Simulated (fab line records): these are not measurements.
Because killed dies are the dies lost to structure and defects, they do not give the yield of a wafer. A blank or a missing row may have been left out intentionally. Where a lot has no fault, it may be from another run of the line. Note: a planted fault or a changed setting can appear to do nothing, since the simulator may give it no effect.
Matching of chambers :: flow sky130 :: 3 sister chambers for SKY_VIA2_HDPCVD_00 on hdpcvd-01
The step deposits SiO2, target thk 1180 nm, time 196.7 s. 3 wafers are shown with their chamber, then 8 later ones without.

## WAFERS, EACH WITH ITS CHAMBER
wafer: L791.1
chamber: 2
run-length-s (s): 223.4

wafer: L791.5
chamber: 0
run-length-s (s): 224.5

wafer: L792.1
chamber: 1
run-length-s (s): 223.9

## WAFERS WHOSE CHAMBER IS MISSING
wafer: L792.5
run-length-s (s): 224.6

wafer: L792.6
run-length-s (s): 224.3

wafer: L793.2
run-length-s (s): 224.0

wafer: L793.3
run-length-s (s): 224.0

wafer: L793.6
run-length-s (s): 223.8

wafer: L794.1
run-length-s (s): 225.1

wafer: L794.4
run-length-s (s): 223.8

wafer: L794.6
run-length-s (s): 224.5

## WHICH CHAMBER EACH ONE RAN IN
wafer: L792.5
from the rows above: 0
in truth: 0

wafer: L792.6
from the rows above: can't be placed: 0 or 1
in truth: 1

wafer: L793.2
from the rows above: can't be placed: 1 or 0
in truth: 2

wafer: L793.3
from the rows above: can't be placed: 1 or 0
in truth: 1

wafer: L793.6
from the rows above: can't be placed: 1 or 2
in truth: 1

wafer: L794.1
from the rows above: 0
in truth: 0

wafer: L794.4
from the rows above: can't be placed: 1 or 2
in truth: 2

wafer: L794.6
from the rows above: 0
in truth: 0
Correctly placed: 3 of 8. Unplaceable from these rows: 5, with the true chamber sitting among the candidates in 4. Placed wrongly: 0.
How it was worked out, from the rows above alone: a wafer's distance from a chamber is the root of the sum, over the readings, of the square of ((its reading less the chamber's mean) divided by the reading's scatter). If the next closest chamber is less than 2 further off than the closest, the wafer can't be placed; otherwise it belongs to the closest. For every chamber, the mean is computed from those of its wafers that are shown. The scatter: root of mean squared gap, hidden wafer to nearest shown wafer, with one shown wafer a chamber.
